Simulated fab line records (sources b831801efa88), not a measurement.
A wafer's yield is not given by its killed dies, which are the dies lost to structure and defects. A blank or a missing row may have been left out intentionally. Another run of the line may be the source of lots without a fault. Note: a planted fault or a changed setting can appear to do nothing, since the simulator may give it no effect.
A struck lot beside a sound one    flow sky130    36 out of 708 route steps
Sound: these wafers, L533.2, L533.5, L533.6. Wafers struck: L523.1, L523.4, L523.6. Last of all comes the cause.
Order at every step that has rows: each side's tool, ch and its chambers, its first start. Under that, the readings that differ: sound wafers    struck wafers    difference of the means    sigmas: that difference in standard deviations of wafers without a fault.
alike: words and numbers the same on both sides, and readings whose means are apart by under 2 such deviations; not compared: readings that were withheld, readings missing a value for some wafer, numbers with overlapping values and no deviation given by the record, and bounds like >300 which may hide the same value.
The two part at a step that has a row with sigmas, a row that says differs or no value, or rows on one side only. Numbers that don't overlap but have no deviation are shown without sigmas and don't part them. A reading missing from all wafers of one side parts the sides only when that side holds two or more wafers.

first, 10 steps without rows for these wafers: SKY_POLY_CUT_ETCH_10 (etches BARC in N2/H2, stops on SiO2, time 45.9 s, target depth 60 nm); SKY_POLY_CUT_ETCH_11 (etches Si3N4 in CF4/CH2F2/Ar, stops on poly-Si, time 42.5 s, target depth 60 nm); SKY_POLY_CUT_STRIP_12 (strips in O2/N2); SKY_SD_P_DEHYDRATE_00 (time 60 s); SKY_SD_P_HMDS_01 (prime time 60 s); SKY_SD_P_COAT_02 (resist thk 1140 nm); SKY_SD_P_SOFTBAKE_03 (time 60 s); SKY_SD_P_EXPOSE_04 (exposes mask PSDM, target cd 380 nm); SKY_SD_P_PEB_05; SKY_SD_P_DEVELOP_06 (develop time 60 s).
SKY_SD_P_IMPLANT_09:
  sound on implanter-04 ch 0, day 32 16:22; struck on implanter-04 ch 0, day 29 12:29
reading                           sound                      struck                         difference  sigmas
beam_on_s (s)                     13.3 13.2 13.4             9.8 9.8 9.8                    -3.5        -6
dose_ions_cm2                     2.997e+15 2.993e+15 3e+15  1.332e+15 1.337e+15 1.328e+15  -1.664e+15  -99 or more
end_station_pressure_torr (Torr)  1.4e-05 1.35e-05 1.39e-05  1.12e-05 1.07e-05 1.11e-05     -2.80e-06   -3
faraday_current_uA                12257 12352 12183          7506 7487 7540                 -4753       -10
  alike: beam_energy_keV
SKY_SD_P_STRIP_10: strips in O2/N2.
  sound on plasma_asher-01 ch 0,1, day 32 16:29; struck on plasma_asher-01 ch 0,1, day 29 12:38
reading                       sound              struck             difference  sigmas
oes_product_au (a.u.)         0.617 0.618 0.623  0.660 0.652 0.654  +0.036      +9
strip_time_to_endpoint_s (s)  17.59 17.53 17.56  16.05 16.00 15.99  -1.55       -34
  alike: drypump_motor_current_A
  not compared: rf_hours_counter_h
SKY_SD_P_TW_MEAS_11:
  sound on film_metro-04 at day 32 16:35; struck on film_metro-03 at day 29 12:44
reading  sound           struck          difference  sigmas
SD_P_TW  2900 2910 2902  2379 2381 2367  -528        -20
then, 21 steps without rows for these wafers: SKY_RES_XHIGH_DEHYDRATE_00 (time 60 s); SKY_RES_XHIGH_HMDS_01 (prime time 60 s); SKY_RES_XHIGH_COAT_02 (resist thk 1140 nm); SKY_RES_XHIGH_SOFTBAKE_03 (time 60 s); SKY_RES_XHIGH_EXPOSE_04 (exposes mask URPM, target cd 1270 nm); SKY_RES_XHIGH_PEB_05; SKY_RES_XHIGH_DEVELOP_06 (develop time 60 s); SKY_RES_XHIGH_IMPLANT_07; SKY_RES_XHIGH_STRIP_08 (strips in O2/N2); SKY_SD_N_DEHYDRATE_00 (time 60 s); SKY_SD_N_HMDS_01 (prime time 60 s); SKY_SD_N_COAT_02 (resist thk 1140 nm); SKY_SD_N_SOFTBAKE_03 (time 60 s); SKY_SD_N_EXPOSE_04 (exposes mask NSDM, target cd 380 nm); SKY_SD_N_PEB_05; SKY_SD_N_DEVELOP_06 (develop time 60 s); SKY_SD_N_IMPLANT_09; SKY_SD_N_IMPLANT_10; SKY_SD_N_STRIP_11 (strips in O2/N2); SKY_SD_N_CLEAN_13 (cleans in SC1/SC2, time 150 s); SKY_SD_N_RTA_14 (time 2 s).
-- the record jumps here: 2 days lie between the struck wafers' starts before and after --
SKY_SD_N_RS_MEAS_17: a four-point-probe measurement.
  sound on film_metro-01 at day 34 23:25; struck on film_metro-04 at day 31 21:23
reading           sound              struck             difference  sigmas
SD_P_RS (ohm/sq)  146.2 146.6 146.2  163.3 163.3 163.5  +17.0       +49
-- record jumps: 17 days separate the struck wafers' starts on either side; left off in module SD_N, taken up again in module PAD_OPEN, whose first shown step is the route's number 708 --
SKY_PAD_OPEN_PROBE_99:
  sound on prober-01 at day 50 14:23; struck on prober-01 at day 48 16:48
reading                                 sound              struck             difference  sigmas
model.etest.licon_high_po.rc_ohm        363.6 358.5 345.8  1739 1734 1850     +1418       
model.etest.res_high_po.line_ohm_um     761.7 777.5 762.1  1555 1519 1590     +788        
model.etest.res_pdiff.line_ohm_um       1342 1349 1359     1723 1723 1686     +361        
model.etest.pfet_01v8.r_on_ohm_um       2793 2750 2732     3213 3205 3199     +447        
model.etest.res_high_po.rs_ohm_sq       267.1 269.9 267    545 537.6 542.8    +274        
model.etest.pfet_g5v0d10v5.r_on_ohm_um  4592 4574 4632     4933 4891 4884     +303        
model.etest.licon_pdiff.rc_ohm          575.6 577.5 580.6  803.5 813.9 843.4  +242.4      
model.etest.res_pdiff_hv.rs_ohm_sq      187.3 187.9 187.8  245.1 247.4 246.5  +58.7       
  alike: killed_at_M0_to_M3, killed_at_M4_up, killed_at_contacts, killed_at_front_end, killed_at_other, killed_dies, killed_open, killed_short

## WHERE THEY PART
First at SKY_SD_P_IMPLANT_09; last, within this record, at SKY_SD_N_RS_MEAS_17. Later steps at which nothing parts them and some readings are alike: SKY_PAD_OPEN_PROBE_99.

WHY: what the simulator had put in
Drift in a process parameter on implanter-04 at SKY_SD_P_IMPLANT_09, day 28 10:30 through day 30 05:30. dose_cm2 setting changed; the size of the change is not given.
